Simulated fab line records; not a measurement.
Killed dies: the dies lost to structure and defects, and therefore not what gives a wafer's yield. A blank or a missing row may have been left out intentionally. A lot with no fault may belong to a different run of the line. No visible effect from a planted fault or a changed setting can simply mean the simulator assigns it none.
Code-filled problem report in 8D (eight disciplines) form    flow gf180mcu    the parts of the form that need people (team, actions taken, sign-off) are left out

== 1. THE ISSUE ==
Wafers without a fault read 4.999e+13, standard deviation 5.7e+10; dose_ions_cm2 at GF_HV_LDD_IMPLANT_21 reads a mean of 5.203e+13 on 6 wafers belonging to 2 lots. That puts it +36 standard deviations away from the usual mean.
First seen on wafer L330.2, day 12 09:38, on implanter-02. At this step, 18 wafers from 6 lots have a number in the record. The rule behind "out" and "out of limits": a value lying over 4 standard deviations away from the usual mean. All remaining wafers that have a number are taken as sound.

== 2. WHAT THIS IS AND IS NOT ==
question                     is                      is not
which readings at this step  dose_ions_cm2           -
which lots                   L330, L332              L327, L345, L346, L347
which wafers of those lots   all that have a number  -
read on which tools          implanter-02            implanter-04
when                         from day 12 09:38       up to then (3 sound wafers); but 9 sound wafers of L345, L346, L347 came after

== 3. THE SUSPECTS, EACH WITH WHAT RULES IT OUT ==
Counting: a tool stays on the suspect list if, at a process step up to the reading, it processed all lots that are out and no sound lot following the first of them.
- implanter-02 at GF_HV_LDD_IMPLANT_21: ruled out as a lasting fault. The sound lots L345, L347 went through it after L330, its earliest lot that is out (day 12 09:38).
Left after counting: nothing in the record.

== 4. THE CAUSE (what the simulator had put in) ==
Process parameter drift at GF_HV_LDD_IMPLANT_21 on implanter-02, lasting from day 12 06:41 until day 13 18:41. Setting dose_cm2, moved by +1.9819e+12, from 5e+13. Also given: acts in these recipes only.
Counting ruled it out, wrongly.

== 5. THE EFFECT CHAIN, in route order ==
One row per reading whose mean, taken over the struck wafers that have a number, lies over 3 standard deviations from the usual. Scope: only readings with a usual standard deviation given in the record; hours: median across lots of the time from each lot's start at the first step in this table that gives one to its start at this step; sigmas: change in usual standard deviations.
hours  step                  reading        usual      on struck wafers  change      sigmas
0      GF_HV_LDD_IMPLANT_21  dose_ions_cm2  4.999e+13  5.203e+13         +2.038e+12  +36
Here are the process steps it includes:
- GF_HV_LDD_IMPLANT_21

== 6. WHAT WOULD HAVE CAUGHT IT SOONER ==
In this record no reading fell out of limits until day 12 09:38, 3 hours after the fault had begun at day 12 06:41.
